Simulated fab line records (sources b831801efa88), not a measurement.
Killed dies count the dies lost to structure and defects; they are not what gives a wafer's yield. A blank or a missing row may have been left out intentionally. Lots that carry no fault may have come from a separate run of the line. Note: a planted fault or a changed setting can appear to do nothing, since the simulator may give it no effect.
What tool caused it? ; flow sky130 ; Sampling: 6 lots, 18 wafers, 2 of 708 route steps

WHAT THE GAUGES READ, wafer by wafer
SKY_CONTACT_THK_MEAS_01.
lot;measured;on;CONTACT_CVD_00_THK (nm)
L741;day 30 13:31;filmMetro-03;74.0 73.5 75.1
L744;day 31 15:29;filmMetro-03;74.8 76.3 74.8
L748;day 33 12:39;filmMetro-03;75.9 77.5 74.9
L753;day 34 23:34;filmMetro-02;75.8 76.8 75.4
L755;day 35 09:20;filmMetro-02;72.9 73.9 76.7
L762;day 37 05:38;filmMetro-01;73.3 75.2 75.0

WHICH TOOL RAN EACH LOT (tool, then ch and the chambers of the sampled wafers, then the start)
lot;SKY_LI_CONTACT_CMP_24
L741;cmp-01 ch 0,1, day 29 07:52
L744;cmp-02 ch 0,2,3, day 30 10:24
L748;cmp-01 ch 0,1,2, day 32 08:32
L753;cmp-01 ch 0,3, day 33 19:46
L755;cmp-02 ch 0,1,3, day 34 05:07
L762;cmp-02 ch 0,1,3, day 36 02:35
- SKY_LI_CONTACT_CMP_24: polishes, stops on PSG, t overpolish 20 s, target thk 0 nm.

THE ANSWER, worked out from the rows above alone
Rule: the usual values come from the lots themselves. The widest of any qualifying gaps counts: lots, ordered by their means at a reading, are off when they make up no more than a third of the lots, leave a main group of 4 or more, and stand apart from it by 3 or more times the standard deviation of that group's means. The tables above print the reading to a certain number of digits; a main group whose means all agree to those digits is not used. Also off: a lot with no number at a reading for which 4 or more lots have one. Any other lot the step has rows for is counted as sound.
Across all readings shown, no lot is off: no conclusion can be drawn from this.

WHAT HAD BEEN PUT IN BY THE SIMULATOR
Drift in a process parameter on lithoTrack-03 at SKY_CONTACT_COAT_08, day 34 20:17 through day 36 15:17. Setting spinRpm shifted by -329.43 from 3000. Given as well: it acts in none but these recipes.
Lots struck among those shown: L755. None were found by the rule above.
